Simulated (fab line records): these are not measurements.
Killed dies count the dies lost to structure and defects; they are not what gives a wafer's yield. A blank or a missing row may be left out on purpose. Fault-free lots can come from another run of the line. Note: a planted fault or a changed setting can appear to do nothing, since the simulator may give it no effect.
Check for tools in common -- flow sky130 -- 11 lots, 36 wafers sampled

== WHY IT WAS OPENED ==
1 of 11 lots carry a flag on the reading NWELL_2_TW at SKY_NWELL_TW_MEAS_26. No-fault wafers: 495.8, standard deviation 3.
Rule: a lot gets a flag if all its wafers with a number sit over 4 standard deviations from that mean, or if no wafer of it has a number. All remaining lots are regarded as sound.

lot,measured,on,"NWELL_2_TW, wafer by wafer",flag
L361,day 5 17:11,film_metro-01,497.7 497.9 498.6,
L362,day 5 19:29,film_metro-01,499.7 495.6 499.8,
L363,day 6 03:06,film_metro-01,494.4 493.0 492.8,
L366,day 6 21:58,film_metro-03,497.4 497.7 497.6,
L365,day 6 22:48,film_metro-01,29.8 29.8 29.8 29.9 29.8 30.0,FLAGGED
L367,day 7 06:06,film_metro-04,489.9 492.2 492.6,
L375,day 9 03:09,film_metro-03,501.2 504.0 500.6,
L376,day 9 07:43,film_metro-04,496.4 493.2 496.2,
L378,day 9 19:04,film_metro-01,496.9 497.9 498.1,
L381,day 10 13:48,film_metro-03,495.7 491.4 493.9,
L382,day 10 17:45,film_metro-01,496.8 495.2 498.9,
The numbers of the flagged lots are 29.9 on average: -465.9 against the usual, or -99 or more standard deviations.

== LOT BY LOT: THE TOOL USED ==
2 process steps preceding the reading are held in the record, out of 708 steps in the route. Cell contents, in order: the tool; ch with the chambers the sampled wafers went through; the start.
lot,flag,SKY_NWELL_STRIP_14,SKY_NWELL_STRIP_25
L361,,"plasma_asher-04 ch 0,1, day 4 22:50","plasma_asher-02 ch 0,1, day 5 17:07"
L362,,"plasma_asher-02 ch 0,1, day 5 00:37","plasma_asher-01 ch 1, day 5 19:22"
L363,,"plasma_asher-04 ch 0,1, day 5 07:46","plasma_asher-02 ch 1, day 6 03:00"
L366,,"plasma_asher-01 ch 0,1, day 6 02:57","plasma_asher-04 ch 0,1, day 6 21:52"
L365,FLAGGED,"plasma_asher-04 ch 0,1, day 6 03:43","plasma_asher-04 ch 0,1, day 6 22:42"
L367,,"plasma_asher-02 ch 0,1, day 6 11:37","plasma_asher-04 ch 0,1, day 7 06:00"
L375,,"plasma_asher-01 ch 0,1, day 8 06:30","plasma_asher-02 ch 0,1, day 9 03:03"
L376,,"plasma_asher-01 ch 0,1, day 8 11:30","plasma_asher-01 ch 0,1, day 9 07:36"
L378,,"plasma_asher-02 ch 0,1, day 8 22:04","plasma_asher-02 ch 0,1, day 9 18:57"
L381,,"plasma_asher-04 ch 0,1, day 9 15:55","plasma_asher-02 ch 0,1, day 10 13:42"
L382,,"plasma_asher-04 ch 0,1, day 9 19:06","plasma_asher-02 ch 0,1, day 10 17:39"
What the steps here do:
- SKY_NWELL_STRIP_14: strips in O2/N2.
- SKY_NWELL_STRIP_25: strips in O2/N2.
- SKY_NWELL_TW_MEAS_26

== FLAGGED OVER TOTAL, TOOL BY TOOL (the gauges that took the reading come last) ==
step,tool,lots run,flagged,share of the flagged lots,sound lots run after its first flagged lot
SKY_NWELL_STRIP_14,plasma_asher-01,3,0,none,-
SKY_NWELL_STRIP_14,plasma_asher-02,3,0,none,-
SKY_NWELL_STRIP_14,plasma_asher-04,5,1,all,"2 (L381,L382)"
SKY_NWELL_STRIP_25,plasma_asher-01,2,0,none,-
SKY_NWELL_STRIP_25,plasma_asher-02,6,0,none,-
SKY_NWELL_STRIP_25,plasma_asher-04,3,1,all,1 (L367)
SKY_NWELL_TW_MEAS_26,film_metro-01,6,1,all,"2 (L378,L382)"
SKY_NWELL_TW_MEAS_26,film_metro-03,3,0,none,-
SKY_NWELL_TW_MEAS_26,film_metro-04,2,0,none,-

== WHAT THE TABLE ALLOWS ==
Rows of the table that ran every flagged lot, 3 in all: plasma_asher-04 at SKY_NWELL_STRIP_14, plasma_asher-04 at SKY_NWELL_STRIP_25, film_metro-01 at SKY_NWELL_TW_MEAS_26.
- plasma_asher-04 at SKY_NWELL_STRIP_14: 1 of its 5 lots flagged. Lots that were sound ran on it after the first flagged one (L381, L382); a persistent fault on the entire tool would not allow that. Its own readings lie more than 4 standard deviations out on every wafer of the flagged lots: oes_product_au.
- plasma_asher-04 at SKY_NWELL_STRIP_25: 1 of its 3 lots flagged. Lots that were sound ran on it after the first flagged one (L367); a persistent fault on the entire tool would not allow that. Its own readings lie more than 4 standard deviations out on every wafer of the flagged lots: strip_time_to_endpoint_s.
- film_metro-01 at SKY_NWELL_TW_MEAS_26: 1 of its 6 lots flagged. Lots that were sound ran on it after the first flagged one (L378, L382); a persistent fault on the entire tool would not allow that.
Not one row of the table ran every flagged lot while running no sound lot after the first.

== WHAT THE SIMULATOR HAD INSERTED ==
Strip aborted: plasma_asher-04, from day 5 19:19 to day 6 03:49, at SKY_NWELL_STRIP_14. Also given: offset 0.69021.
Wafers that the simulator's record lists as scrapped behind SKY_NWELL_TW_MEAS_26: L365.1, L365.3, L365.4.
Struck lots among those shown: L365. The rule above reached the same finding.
